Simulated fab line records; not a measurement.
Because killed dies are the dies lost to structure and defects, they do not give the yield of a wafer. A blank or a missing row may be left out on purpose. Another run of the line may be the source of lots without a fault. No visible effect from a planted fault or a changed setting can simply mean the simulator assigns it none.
2 desks looking at one fault    flow gf180mcu    each desk holds nothing but its own numbers, with what lay behind them at the end

## METROLOGY DESK
Lot by lot, what the gauges showed, no matter which tool ran the lot: averages of those sampled wafers that carry a number. The brackets show how far a lot's mean lies from the usual mean; more than 4 standard deviations puts the lot out of limits, marked OUT.
Columns: A = M1_OVL at GF_M1_OVL_MEAS_15, usual -2 nm; B = V1_CVD_00_THK at GF_V1_THK_MEAS_01, usual 601 nm; C = V1_W_RS at GF_V1_RS_MEAS_24, usual 0.328 ohm/sq; D = V1_W_THK at GF_V1_THK_MEAS_25, usual 361 nm
lot   first seen here  A   B    C                 D
L112  day 18 11:08     -4  600  0.333             361
L113  day 18 12:05     0   611  0.328             350
L114  day 19 05:47     -2  604  0.326             370
L115  day 19 07:19     3   600  0.331             360
L117  day 20 07:51     -4  596  0.329             359
L118  day 20 10:10     -2  596  0.331             361
L119  day 20 13:39     -4  597  0.362 (+9.4) OUT  338
L120  day 20 22:51     -2  595  0.366 (+10) OUT   328 (-4.2) OUT
L121  day 21 08:26     -8  600  0.362 (+9.4) OUT  344
L126  day 23 00:41     3   605  0.325             367
L130  day 23 22:35     4   610  0.327             366
L133  day 25 06:30     -6  597  0.325             370
Per this desk, out of limits: L119, L120, L121; the first was L119, day 21 15:41 (V1_W_RS at GF_V1_RS_MEAS_24). L112, L113, L114, L115, L117, L118, L126, L130, L133: within limits.

## AT THE TOOL OWNER'S DESK: cvdW-01
The tool's own readings at GF_V1_CVD_23 (deposits W, target thk 350 nm, time 105.05 s): means of the sampled wafers that have a number, for each lot that ran on this tool. The brackets show how far a lot's mean lies from the usual mean; more than 4 standard deviations puts the lot out of limits, marked OUT.
Columns: A = heaterPowerW at GF_V1_CVD_23, usual 906 W; B = susceptorTempC at GF_V1_CVD_23, usual 400.03 C
lot   first seen here  A    B
L117  day 21 09:52     876  400.07
L118  day 21 12:24     892  399.96
L119  day 21 15:35     881  399.97
L120  day 22 00:35     883  400.16
L121  day 22 09:56     890  400.05
This desk's finding: nothing out of limits on any of the 5 lots.

## TAKEN TOGETHER
L119, L120, L121 would have let the metrology desk raise an alarm at day 21 15:41.
The desk of the tool owner found nothing out of limits.
Tool owner's desk: L119, L120, L121 on record, inside its limits.
Of the lots named, all ran GF_V1_CVD_23 on cvdW-01.

## WHAT THE SIMULATOR HAD INSERTED
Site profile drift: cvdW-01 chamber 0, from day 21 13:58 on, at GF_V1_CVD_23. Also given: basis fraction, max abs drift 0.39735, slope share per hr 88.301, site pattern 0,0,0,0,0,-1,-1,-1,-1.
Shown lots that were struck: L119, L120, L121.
Time in hours between the start of the fault and the first out-of-limits reading at each desk: metrology desk, 2.
